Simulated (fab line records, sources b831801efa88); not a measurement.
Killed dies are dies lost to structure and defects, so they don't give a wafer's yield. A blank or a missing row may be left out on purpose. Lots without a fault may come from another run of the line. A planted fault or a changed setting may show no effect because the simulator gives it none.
Which tool did it? | flow sfq_line | 6 lots, 18 wafers sampled, at 3 steps of a route of 325

WHAT THE GAUGES READ, wafer by wafer
SFQ_M7_RS_MEAS_943: measures by four-point-probe.
lot  | measured     | on            | M7_NB_RS (ohm/sq)
L118 | day 78 17:02 | film_metro-04 | 0.898 0.901 0.895
L120 | day 83 07:38 | film_metro-04 | 0.888 0.891 0.894
L123 | day 83 10:40 | film_metro-02 | 0.883 0.888 0.879
L126 | day 83 17:50 | film_metro-02 | 0.895 0.897 0.899
L128 | day 83 23:50 | film_metro-03 | 0.877 0.884 0.886
L139 | day 89 00:06 | film_metro-02 | 0.883 0.880 0.887

WHICH TOOL RAN EACH LOT (tool, then ch and the chambers of the sampled wafers, then the start)
lot  | SFQ_TRILAYER_I5_BARC_OPEN_VIA_ETCH_200 | SFQ_TRILAYER_I6_VIA_BARC_OPEN_VIA_ETCH_235
L118 | rie_diel-01 ch 1,2,3, day 71 17:02     | rie_diel-03 ch 1,2,3, day 78 15:56
L120 | rie_diel-01 ch 0,2,3, day 74 17:05     | rie_diel-03 ch 1,2,3, day 83 06:00
L123 | rie_diel-03 ch 1,2,3, day 75 01:10     | rie_diel-03 ch 1,3, day 83 09:36
L126 | rie_diel-02 ch 2,3, day 75 07:10       | rie_diel-03 ch 0,1,3, day 83 16:48
L128 | rie_diel-01 ch 1,2, day 75 11:58       | rie_diel-04 ch 0,1, day 83 22:48
L139 | rie_diel-02 ch 0,2,3, day 84 22:48     | rie_diel-04 ch 0,2,3, day 88 23:03
- SFQ_TRILAYER_I5_BARC_OPEN_VIA_ETCH_200: etches BARC in O2, target depth 125 nm, time 41.7 s.
- SFQ_TRILAYER_I6_VIA_BARC_OPEN_VIA_ETCH_235: etches BARC in O2, target depth 125 nm, time 41.7 s.

THE ANSWER, worked out from the rows above alone
Rule: what is usual is taken from the lots themselves. Put in order of their means at a reading, lots are off if they are a third of the lots or fewer, leave a main group of 4 or more, and stand apart from it by a gap of 3 or more times the standard deviation of the main group's means; of several such gaps the widest counts. A main group whose means are all the same, to the digits that the tables above print for the reading, isn't used. A lot without any number at a reading at which 4 lots or more have one is off too. The other lots that the step has rows for count as sound.
No lot is off at any reading shown: from this, nothing can be told.

WHAT THE SIMULATOR HAD PUT IN
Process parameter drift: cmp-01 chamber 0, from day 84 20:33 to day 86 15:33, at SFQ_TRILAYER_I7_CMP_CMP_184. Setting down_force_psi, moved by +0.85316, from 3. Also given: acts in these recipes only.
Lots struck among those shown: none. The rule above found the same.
